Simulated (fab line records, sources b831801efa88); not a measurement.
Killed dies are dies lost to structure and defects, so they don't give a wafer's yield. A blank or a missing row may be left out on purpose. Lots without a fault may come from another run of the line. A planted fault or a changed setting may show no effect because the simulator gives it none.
One fault seen from 2 desks | flow gf180mcu | each desk has only its own numbers; what lay behind them comes last

THE METROLOGY DESK
What the gauges read, lot by lot, whatever tool the lot ran on: means of the sampled wafers that have a number. A lot is out of limits, marked OUT, if its mean lies more than 4 standard deviations from the usual mean; the brackets give that distance.
Columns: A = DNWELL_TW at GF_DNWELL_TW_MEAS_09, usual 1353; B = HV_LDD_3_TW at GF_HV_LDD_TW_MEAS_38, usual 1444; C = cd_nm at GF_V2_CD_MEAS_14, usual 259.9 nm
lot  | first seen here | A    | B              | C
L610 | day 2 21:44     | 1351 | 1440           | 260.4
L612 | day 3 04:53     | 1343 | 1445           | 258.9
L613 | day 3 11:47     | 1357 | 1444           | 261.6
L614 | day 3 18:11     | 1350 | 1448           | 259.7
L616 | day 4 02:59     | 1349 | 1442           | 259.3
L619 | day 4 19:53     | 1344 | 1442           | 258.8
L620 | day 5 01:10     | 1358 | 1446           | 260.5
L623 | day 5 19:07     | 1347 | 1442           | 258.2
L624 | day 5 21:40     | 1348 | 1444           | 260.1
L625 | day 6 03:14     | 1360 | 1442           | 259.8
L626 | day 6 07:08     | 1351 | 1444           | 260.6
L627 | day 6 13:42     | 1349 | 1784 (+54) OUT | -
L628 | day 6 20:29     | 1352 | 1762 (+51) OUT | -
L629 | day 7 01:54     | 1357 | 1766 (+51) OUT | -
This desk's finding: out of limits on L627, L628, L629; first on L627, day 17 06:08 (HV_LDD_3_TW at GF_HV_LDD_TW_MEAS_38). In limits: L610, L612, L613, L614, L616, L619, L620, L623, L624, L625, L626.

THE TOOL OWNER'S DESK: implanter-01
The tool's own readings at GF_HV_LDD_IMPLANT_36: means of the sampled wafers that have a number, for each lot that ran on this tool. A lot is out of limits, marked OUT, if its mean lies more than 4 standard deviations from the usual mean; the brackets give that distance.
Columns: A = beam_energy_keV at GF_HV_LDD_IMPLANT_36, usual 59.999; B = dose_ions_cm2 at GF_HV_LDD_IMPLANT_36, usual 7.5e+12; C = faraday_current_uA at GF_HV_LDD_IMPLANT_36, usual 42.4
lot  | first seen here | A      | B                         | C
L610 | day 11 13:52    | 59.987 | 7.5e+12                   | 42.5
L612 | day 12 09:53    | 60.000 | 7.5e+12                   | 42.7
L620 | day 14 20:47    | 60.001 | 7.5e+12                   | 42.6
L623 | day 15 19:19    | 59.998 | 7.5e+12                   | 42.2
L626 | day 16 17:34    | 60.011 | 7.5e+12                   | 41.8
L627 | day 17 05:55    | 60.021 | 3.5e+13 (+99 or more) OUT | 193.8 (+99 or more) OUT
L628 | day 17 13:46    | 59.982 | 3.5e+13 (+99 or more) OUT | 198.6 (+99 or more) OUT
L629 | day 17 18:55    | 60.018 | 3.5e+13 (+99 or more) OUT | 199.3 (+99 or more) OUT
This desk's finding: out of limits on L627, L628, L629; first on L627, day 17 05:55 (dose_ions_cm2 at GF_HV_LDD_IMPLANT_36). In limits: L610, L612, L620, L623, L626.

PUT TOGETHER
The tool owner's desk could have raised an alarm at day 17 05:55, on L627, L628, L629.
The metrology desk could have raised an alarm at day 17 06:08, on L627, L628, L629.
Of the lots named, all ran GF_HV_LDD_IMPLANT_36 on implanter-01.

WHAT THE SIMULATOR HAD PUT IN
Process parameter drift: implanter-01, from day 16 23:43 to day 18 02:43, at GF_HV_LDD_IMPLANT_36. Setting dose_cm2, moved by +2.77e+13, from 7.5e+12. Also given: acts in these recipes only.
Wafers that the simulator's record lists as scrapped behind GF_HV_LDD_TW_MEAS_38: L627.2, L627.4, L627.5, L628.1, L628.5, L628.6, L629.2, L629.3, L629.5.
Lots struck among those shown: L627, L628, L629.
Hours from the fault's start to each desk's first reading out of limits: the tool owner's desk, 6; the metrology desk, 6.
